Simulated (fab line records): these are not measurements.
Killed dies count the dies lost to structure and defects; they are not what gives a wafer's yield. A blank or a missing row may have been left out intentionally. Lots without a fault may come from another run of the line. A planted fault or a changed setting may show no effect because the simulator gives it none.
Chamber matching ; flow sky130 ; hdpcvd-02 running SKY_CONTACT_HDPCVD_02: 3 sister chambers
The step deposits SiO2, target thk 565 nm, time 94.2 s. 6 wafers are shown with their chamber, then 7 later ones without.

== EACH WAFER AND ITS CHAMBER ==
wafer;chamber;run_length_s (s);sih4_flow_sccm (sccm)
L956.2;1;122.7;59.66
L957.4;1;122.6;60.22
L957.6;2;122.9;59.76
L960.3;0;122.7;59.58
L960.4;2;123.0;60.02
L960.5;0;122.6;59.80

== WAFERS MISSING THEIR CHAMBER ==
wafer;run_length_s (s);sih4_flow_sccm (sccm)
L963.4;122.7;60.03
L963.6;122.7;60.06
L964.1;122.8;60.08
L964.4;123.5;59.82
L973.2;123.2;59.69
L973.3;122.9;59.74
L973.4;122.4;60.15

== THE CHAMBER EACH PASSED THROUGH ==
wafer;from the rows above;in truth
L963.4;can't be placed: 1 or 0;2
L963.6;can't be placed: 1 or 0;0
L964.1;can't be placed: 1 or 2 or 0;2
L964.4;2;2
L973.2;2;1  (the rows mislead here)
L973.3;2;2
L973.4;can't be placed: 1 or 0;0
Correct placement for 2 of the 7. Cannot be placed on the basis of these rows: 4; the candidates contain the true chamber in 3. Number placed wrongly: 1.
How it was worked out, from the rows above alone: a wafer's distance from a chamber is the root of the sum, over the readings, of the square of ((its reading less the chamber's mean) divided by the reading's scatter). The wafer belongs to the nearest chamber; if the next one is less than 2 further off, it can't be placed. A chamber's mean is the mean of its shown wafers. The scatter: take each reading less its chamber's mean, square it, sum over the shown wafers, divide by the number of wafers less the number of chambers, and take the root.
